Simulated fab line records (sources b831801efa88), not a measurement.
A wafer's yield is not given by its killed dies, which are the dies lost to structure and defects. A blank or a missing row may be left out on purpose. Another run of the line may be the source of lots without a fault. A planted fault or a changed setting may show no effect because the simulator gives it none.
Chamber matching    flow gf180mcu    cmp-02 running GF_V4_CMP_04: 4 sister chambers
The step polishes SiO2. 4 wafers are shown with their chamber, then 7 later ones without.

WAFERS, EACH WITH ITS CHAMBER
wafer   chamber  motor-current-A (A)
L265.1  3        15.5
L265.3  0        11.4
L267.1  1        10.4
L267.2  2        12.0

WAFERS MISSING THEIR CHAMBER
wafer   motor-current-A (A)
L267.3  16.5
L268.1  11.1
L268.2  15.7
L268.5  11.8
L270.2  11.5
L270.3  11.5
L270.5  12.0

EACH ONE'S CHAMBER
wafer   from the rows above           in truth
L267.3  3                             3
L268.1  can't be placed: 0 or 1 or 2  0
L268.2  3                             3
L268.5  can't be placed: 2 or 0       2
L270.2  can't be placed: 0 or 2       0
L270.3  can't be placed: 0 or 2       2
L270.5  can't be placed: 2 or 0       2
2 of 7 placed correctly. Unplaceable from these rows: 5, with the true chamber sitting among the candidates in 5. 0 placed wrongly.
How it was worked out, from the rows above alone: a wafer's distance from a chamber is the root of the sum, over the readings, of the square of ((its reading less the chamber's mean) divided by the reading's scatter). If the next closest chamber is less than 2 further off than the closest, the wafer can't be placed; otherwise it belongs to the closest. The mean given for a chamber averages the wafers shown for that chamber. The scatter: with one shown wafer a chamber, the root of the mean of the squares of how far each hidden wafer lies from its nearest shown one.
